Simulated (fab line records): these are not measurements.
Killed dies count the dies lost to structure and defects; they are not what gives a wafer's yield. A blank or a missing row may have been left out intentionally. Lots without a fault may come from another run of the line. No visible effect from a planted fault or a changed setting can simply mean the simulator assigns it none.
Comparing a struck lot with a sound one -- flow sky130 -- 25 out of 708 route steps
Sound: these wafers, L483.1, L483.3, L483.5. Struck: wafer L482.1. (L482.2, L482.5 of the same lot were not struck and are left out.) The cause comes at the end.
Each step with rows lists, per side, the tool, then ch with its chambers, then its first start. Under that, the readings that differ: sound wafers -- struck wafers -- difference of the means -- sigmas: that difference in standard deviations of wafers without a fault.
alike: same words and numbers on both sides, and readings whose means sit less than 2 such deviations apart. not compared: any withheld reading, any reading some wafer has no value for, any bound like >300 that may hide the same value, and any number with overlapping values for which the record gives no deviation.
Wherever a step has rows on one side only, a row that says differs or no value, or a row with sigmas, the two part there. Numbers that have no deviation but don't overlap get no sigmas and don't part them. A reading that every wafer of one side lacks parts them only if that side has two wafers or more.

SKY_VIA2_CMP_02: polishes SiO2.
  sound on cmp-01 ch 0,3, day 41 11:44; struck on cmp-01 ch 0, day 41 08:11
  alike: motor current A, slurry flow ml min
SKY_VIA2_BOW_MEAS_03:
  sound on film metro-02 at day 41 12:02; struck on film metro-04 at day 41 08:29
  alike: VIA2_BOW
then, 8 steps without rows for these wafers: SKY_VIA2_DEHYDRATE_04 (time 60 s); SKY_VIA2_HMDS_05 (prime time 60 s); SKY_VIA2_COAT_06 (resist thk 60 nm); SKY_VIA2_COAT_07 (resist thk 450 nm); SKY_VIA2_SOFTBAKE_08 (time 90 s); SKY_VIA2_EXPOSE_09 (exposes mask VIM2, target cd 200 nm); SKY_VIA2_PEB_10; SKY_VIA2_DEVELOP_11 (develop time 60 s).
SKY_VIA2_CD_MEAS_12 targets a cd of 200 nm.
  sound on cd sem-02 at day 42 11:40; struck on cd sem-01 at day 42 07:49
reading,sound,struck,difference,sigmas
cd nm (nm),200.3 201.7 200.1,197.8,-2.9,-2
SKY_VIA2_OVL_MEAS_13:
  sound on overlay-01 at day 42 11:47; struck on overlay-01 at day 42 07:56
  alike: VIA2_OVL
SKY_VIA2_ETCH_14: etches BARC in N2/H2, stops on SiO2, time 45.9 s, target depth 60 nm.
  sound on rie diel-03 ch 0,1,2, day 42 11:49; struck on rie diel-02 ch 2, day 42 07:58
reading,sound,struck,difference,sigmas
oes product au (a.u.),0.859 0.854 0.858,0.757,-0.100,-23
model.KrF-thick_of_VIA2_COAT_07.thk nm (nm),392.8 392.2 393.4,407.9,+15.1,
model.etch.depth nm (nm),59.97 60.01 59.94,47.88,-12.09,
model.VIA2.cd nm (nm),200.5 201.4 200.6,193.5,-7.3,
  alike: bias w, drypump motor current A, throttle valve pct
  not compared: rf hours counter h
SKY_VIA2_ETCH_15: etches SiO2 in C4F8/O2/Ar, stops on TiN, target depth 546 nm, time 84 s.
  sound on rie diel-03 ch 0,1,2, day 42 11:52; struck on rie diel-02 ch 2, day 42 08:01
reading,sound,struck,difference,sigmas
oes product au (a.u.),0.941 0.938 0.946,0.411,-0.531,-99 or more
model.KrF-thick_of_VIA2_COAT_07.thk nm (nm),285.9 285.4 286.1,296.9,+11.1,
  alike: bias w
  not compared: rf hours counter h
SKY_VIA2_STRIP_16: strips in O2/N2.
  sound on plasma asher-01 ch 0,1, day 42 11:55; struck on plasma asher-03 ch 1, day 42 08:04
reading,sound,struck,difference,sigmas
oes product au (a.u.),0.393 0.404 0.396,0.415,+0.017,+3
strip time to endpoint s (s),4.08 4.06 4.07,4.21,+0.14,+5
  alike: drypump motor current A
  not compared: rf hours counter h
then, 3 steps without rows for these wafers: SKY_VIA2_STRIP_17 (strips in post etch residue remover, time 1200 s); SKY_VIA2_CLEAN_18 (cleans in IPA, time 180 s); SKY_VIA2_CLEAN_19 (cleans in O3/DIW).
SKY_VIA2_SPUTTER_20: material TiN, target thk 20 nm, time 80 s.
  sound on pvd sputter-03 at day 42 12:31; struck on pvd sputter-02 at day 42 08:40
reading,sound,struck,difference,sigmas
throttle valve pct (%),29.2 27.2 29.2,30.8,+2.3,+2
SKY_VIA2_CVD_21: deposits W, target thk 420 nm, time 126.4 s.
  sound on cvd w-01 ch 0, day 42 12:34; struck on cvd w-01 ch 0, day 42 08:44
  alike: heater power w
  not compared: since wet clean h
SKY_VIA2_CMP_24: polishes, stops on SiO2, t overpolish 20 s, target thk 0 nm.
  sound on cmp-01 ch 0,1,2, day 42 12:53; struck on cmp-01 ch 3, day 42 09:02
  alike: motor current A, overpolish run s, slurry flow ml min, time to endpoint s
SKY_METAL3_SPUTTER_00: material Ti, target thk 15 nm, time 10 s.
  the record holds rows for the sound wafers here (pvd sputter-02, day 42 13:11) but none for the struck ones
SKY_METAL3_SPUTTER_01: material TiN, target thk 20 nm, time 16.7 s.
  the record holds rows for the sound wafers here (pvd sputter-02, day 42 13:13) but none for the struck ones
SKY_METAL3_SPUTTER_02: material AlCu, target thk 735 nm, time 39.1 s.
  the record holds rows for the sound wafers here (pvd sputter-02, day 42 13:14) but none for the struck ones
-- the record jumps here: 8 days lie between the struck wafers' starts before and after (it left off in module METAL3 and takes up again in module PAD_OPEN, whose first step shown is number 708 of the route) --
SKY_PAD_OPEN_PROBE_99:
  sound on prober-01 at day 50 14:23; struck on prober-02 at day 50 10:23
reading,sound,struck,difference,sigmas
hold,- - -,await dispo/6.5h/release,no value on the sound wafers,
model.etest.met2.open,0 0 0,1,+1,
model.etest.cap ono.open,0 0 0,1,+1,
model.etest.field n.under floor,0 0 0,1,+1,
model.etest.cap thin oxide.under floor,0 0 0,1,+1,
model.etest.diode nwell sub.under floor,0 0 0,1,+1,
model.etest.res iso pwell.open,0 0 0,1,+1,
model.etest.cap thick oxide.open,0 0 0,1,+1,
model.etest.cap li to poly.open,0 0 0,1,+1,

== WHERE THEY PART ==
Earliest at SKY_VIA2_CD_MEAS_12; latest, in this record, at SKY_PAD_OPEN_PROBE_99.

WHY: whatever the simulator had introduced
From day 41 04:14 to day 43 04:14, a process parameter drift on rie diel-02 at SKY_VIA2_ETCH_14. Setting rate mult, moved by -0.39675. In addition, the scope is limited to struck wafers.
